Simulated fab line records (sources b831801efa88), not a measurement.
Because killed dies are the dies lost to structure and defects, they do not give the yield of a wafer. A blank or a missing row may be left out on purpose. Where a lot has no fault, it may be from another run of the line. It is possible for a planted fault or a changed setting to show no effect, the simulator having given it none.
The same fault as seen by 2 desks / flow sky130 / what lay behind the numbers comes last; until then each desk has only its own

== FOR THE TOOL OWNER'S DESK: rie diel-04 ==
The tool's own readings at SKY_VIA1_ETCH_15 (etches SiO2 in C4F8/O2/Ar, stops on TiN, target depth 351 nm, time 54 s): means of the sampled wafers that have a number, for each lot that ran on this tool. The brackets show how far a lot's mean lies from the usual mean; more than 4 standard deviations puts the lot out of limits, marked OUT.
Columns: A = oes product au at SKY_VIA1_ETCH_15, usual 0.979 a.u.; B = run length s at SKY_VIA1_ETCH_15, usual 82.3 s
lot=L636; first seen here=day 33 23:17; A=0.978; B=82.2
lot=L639; first seen here=day 35 01:50; A=0.971; B=82.1
lot=L644; first seen here=day 36 09:08; A=0.979; B=82.1
lot=L645; first seen here=day 36 15:49; A=0.980; B=82.2
lot=L652; first seen here=day 39 03:37; A=0.961; B=84.2 (+4.4) OUT
lot=L654; first seen here=day 39 11:29; A=0.962; B=84.4 (+4.7) OUT
Finding of this desk: L652, L654 out of limits; the first was L652 at day 39 03:37, on run length s at SKY_VIA1_ETCH_15. L636, L639, L644, L645 stayed within limits.

== FROM THE METROLOGY DESK ==
What the gauges read for every lot (on any tool): the sampled wafers with a number, averaged. The brackets show how far a lot's mean lies from the usual mean; more than 4 standard deviations puts the lot out of limits, marked OUT.
Columns: A = CONTACT_W_RS at SKY_CONTACT_RS_MEAS_25, usual 0.339 ohm/sq; B = METAL1_ALCU_RS at SKY_METAL1_RS_MEAS_05, usual 0.1269 ohm/sq; C = VIA1_HDPCVD_THK at SKY_VIA1_THK_MEAS_01, usual 1031 nm
lot=L636; first seen here=day 31 15:32; A=0.341; B=0.1262; C=1030
lot=L639; first seen here=day 32 18:59; A=0.336; B=0.1268; C=1023
lot=L644; first seen here=day 34 00:53; A=0.337; B=0.1261; C=1038
lot=L645; first seen here=day 34 08:52; A=0.342; B=0.1268; C=1027
lot=L646; first seen here=day 34 18:38; A=0.336; B=0.1283; C=1028
lot=L647; first seen here=day 35 02:22; A=0.344; B=0.1286; C=1038
lot=L648; first seen here=day 35 06:29; A=0.344; B=0.1273; C=1039
lot=L649; first seen here=day 35 19:15; A=0.341; B=0.1263; C=1041
lot=L652; first seen here=day 36 21:31; A=0.335; B=0.1259; C=1035
lot=L654; first seen here=day 37 06:09; A=0.342; B=0.1273; C=1030
lot=L659; first seen here=day 38 19:44; A=0.342; B=0.1261; C=1037
Finding of this desk: none of the 11 lots has anything out of limits.

== PUT TOGETHER ==
On L652, L654, at day 39 03:37, an alarm was possible from the tool owner's desk.
From the metrology desk's view, nothing was out of limits.
The metrology desk holds a record of L652, L654, inside its limits.
SKY_VIA1_ETCH_15 was run on rie diel-04 by each of the lots named.

== WHAT THE SIMULATOR PUT IN ==
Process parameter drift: rie diel-04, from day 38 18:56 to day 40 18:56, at SKY_VIA1_ETCH_15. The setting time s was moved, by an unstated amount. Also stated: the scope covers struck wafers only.
Shown lots that were struck: L652, L654.
Time in hours from fault onset to the first out-of-limits reading at each desk: the tool owner's desk, 9.
